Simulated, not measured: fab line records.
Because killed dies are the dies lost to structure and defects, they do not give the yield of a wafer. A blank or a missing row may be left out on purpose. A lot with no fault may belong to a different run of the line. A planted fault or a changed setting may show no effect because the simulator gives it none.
Matching of chambers :: flow gf180mcu :: GF_MIM_CVD_05 on pecvd-02: 3 sister chambers
The step deposits Si3N4, target thk 42 nm, time 29.086 s. 18 wafers are shown with their chamber, then 9 later ones without.

WAFERS, EACH WITH ITS CHAMBER
wafer: L076.1
chamber: 0
heaterPowerW (W): 594

wafer: L076.2
chamber: 2
heaterPowerW (W): 634

wafer: L076.6
chamber: 0
heaterPowerW (W): 585

wafer: L077.1
chamber: 0
heaterPowerW (W): 592

wafer: L077.2
chamber: 1
heaterPowerW (W): 962

wafer: L077.3
chamber: 2
heaterPowerW (W): 647

wafer: L078.1
chamber: 0
heaterPowerW (W): 655

wafer: L078.2
chamber: 1
heaterPowerW (W): 935

wafer: L078.3
chamber: 2
heaterPowerW (W): 655

wafer: L082.3
chamber: 0
heaterPowerW (W): 616

wafer: L082.4
chamber: 0
heaterPowerW (W): 632

wafer: L082.5
chamber: 2
heaterPowerW (W): 603

wafer: L085.1
chamber: 0
heaterPowerW (W): 583

wafer: L085.2
chamber: 2
heaterPowerW (W): 678

wafer: L085.3
chamber: 1
heaterPowerW (W): 950

wafer: L085.4
chamber: 2
heaterPowerW (W): 673

wafer: L085.5
chamber: 1
heaterPowerW (W): 967

wafer: L085.6
chamber: 0
heaterPowerW (W): 610

SIGNATURES, as means of the wafers listed above
reading: heaterPowerW
chamber 0: 608.38
chamber 1: 953.50
chamber 2: 648.33
scatter within a chamber: 24.3
Rule: a wafer's distance from a chamber is the root of the sum, over the readings, of the square of ((its reading less the chamber's mean) divided by the reading's scatter). If the next closest chamber is less than 2 further off than the closest, the wafer can't be placed; otherwise it belongs to the closest. The scatter: take each reading less its chamber's mean, square it, sum over the shown wafers, divide by the number of wafers less the number of chambers, and take the root.

WAFERS WITH NO CHAMBER GIVEN
wafer: L087.3
heaterPowerW (W): 649

wafer: L087.4
heaterPowerW (W): 927

wafer: L087.5
heaterPowerW (W): 661

wafer: L089.1
heaterPowerW (W): 647

wafer: L089.2
heaterPowerW (W): 881

wafer: L089.3
heaterPowerW (W): 626

wafer: L097.1
heaterPowerW (W): 940

wafer: L097.2
heaterPowerW (W): 613

wafer: L097.4
heaterPowerW (W): 965

EACH ONE'S CHAMBER
wafer: L087.3
from the rows above: can't be placed: 2 or 0
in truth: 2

wafer: L087.4
from the rows above: 1
in truth: 1

wafer: L087.5
from the rows above: can't be placed: 2 or 0
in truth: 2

wafer: L089.1
from the rows above: can't be placed: 2 or 0
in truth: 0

wafer: L089.2
from the rows above: 1
in truth: 1

wafer: L089.3
from the rows above: can't be placed: 0 or 2
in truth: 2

wafer: L097.1
from the rows above: 1
in truth: 1

wafer: L097.2
from the rows above: can't be placed: 0 or 2
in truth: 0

wafer: L097.4
from the rows above: 1
in truth: 1
Correctly placed: 4 of 9. Can't be placed from these rows: 5 (the true chamber is among the candidates in 5). Number placed wrongly: 0.
